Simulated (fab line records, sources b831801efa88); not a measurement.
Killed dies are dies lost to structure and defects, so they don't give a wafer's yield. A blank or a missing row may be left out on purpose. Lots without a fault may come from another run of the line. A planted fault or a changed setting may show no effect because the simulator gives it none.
A struck lot beside a sound one | flow gf180mcu | 18 steps out of a route of 602
Sound: wafers L743.4, L743.5, L743.6. Struck: wafers L748.1, L748.3, L748.6. The cause comes at the end.
At each step with rows: each side's tool, then ch and its chambers, then its first start. Under that, the readings that differ: sound wafers | struck wafers | difference of the means | sigmas: that difference in standard deviations of wafers without a fault.
alike: readings whose means differ by less than 2 such deviations, and words and numbers that are the same on both sides. not compared: withheld readings, readings that some wafer has no value for, bounds like >300 that may hide the same value, and numbers for which the record gives no deviation and whose values overlap.
The two part at a step that has a row with sigmas, a row that says differs or no value, or rows on one side only. Numbers that don't overlap but have no deviation are shown without sigmas and don't part them. A reading that every wafer of one side lacks parts them only if that side has two wafers or more.

GF_VT_IMPLANT_RS_MEAS_47: measures by four-point-probe.
  sound on film_metro-03, day 8 00:31; struck on film_metro-02, day 9 03:31
  alike: NWELL_RS
GF_VT_IMPLANT_RS_MEAS_48: measures by four-point-probe.
  sound on film_metro-03, day 8 00:38; struck on film_metro-02, day 9 03:38
  alike: LVPWELL_RS
GF_VT_IMPLANT_RS_MEAS_49: measures by four-point-probe.
  sound on film_metro-03, day 8 00:46; struck on film_metro-02, day 9 03:46
  alike: MVPSD_RS
then, 4 steps without rows for these wafers: GF_VT_IMPLANT_WET_ETCH_50 (etches SiO2 in dHF, target depth 20 nm, time 400 s); GF_DUAL_GATE_CLEAN_00 (cleans in SC1/SC2, time 150 s); GF_DUAL_GATE_CLEAN_01 (cleans in dHF, time 20 s); GF_DUAL_GATE_OXIDATION_02 (stabilise 600 s, purge 300 s, target thk 10.887 nm).
GF_DUAL_GATE_THK_MEAS_03:
  sound on film_metro-02, day 8 04:55; struck on film_metro-04, day 9 05:58
  alike: DUAL_GATE_OXIDATION_00_THK
then, 4 steps without rows for these wafers: GF_DUAL_GATE_DEHYDRATE_04 (time 60 s); GF_DUAL_GATE_HMDS_05 (prime time 60 s); GF_DUAL_GATE_COAT_06 (resist thk 1000 nm); GF_DUAL_GATE_SOFTBAKE_07 (time 60 s).
GF_DUAL_GATE_EXPOSE_08: exposes mask Dualgate, target cd 700 nm.
  sound on iline_stepper-01 ch 0, day 8 13:21; struck on iline_stepper-02 ch 0, day 9 13:52
  reading | sound                            | struck                                          | difference | sigmas
  mask    | Dualgate#0 Dualgate#0 Dualgate#0 | Nplus_LV_AREA#0 Nplus_LV_AREA#0 Nplus_LV_AREA#0 | differs    |
then, 2 steps without rows for these wafers: GF_DUAL_GATE_PEB_09; GF_DUAL_GATE_DEVELOP_10 (develop time 60 s).
GF_DUAL_GATE_OVL_MEAS_11:
  sound on overlay-02, day 8 20:41; struck on overlay-01, day 9 22:51
  reading            | sound        | struck | difference                    | sigmas
  DUAL_GATE_OVL (nm) | 2.3 -0.2 0.5 | - - -  | no value on the struck wafers |
then, 1 step without rows for these wafers: GF_DUAL_GATE_WET_ETCH_12 (etches SiO2 in dHF, target depth 13 nm, time 260 s).
-- the record jumps here: 21 days lie between the struck wafers' starts before and after (it left off in module DUAL_GATE and takes up again in module PASSIVATION, whose first step shown is number 602 of the route) --
GF_PASSIVATION_PROBE_99:
  the record has rows for the struck wafers here (prober-02, day 30 13:30) and none for the sound ones

WHERE THEY PART
First at GF_DUAL_GATE_EXPOSE_08; last, within this record, at GF_PASSIVATION_PROBE_99.

WHY: what the simulator had put in
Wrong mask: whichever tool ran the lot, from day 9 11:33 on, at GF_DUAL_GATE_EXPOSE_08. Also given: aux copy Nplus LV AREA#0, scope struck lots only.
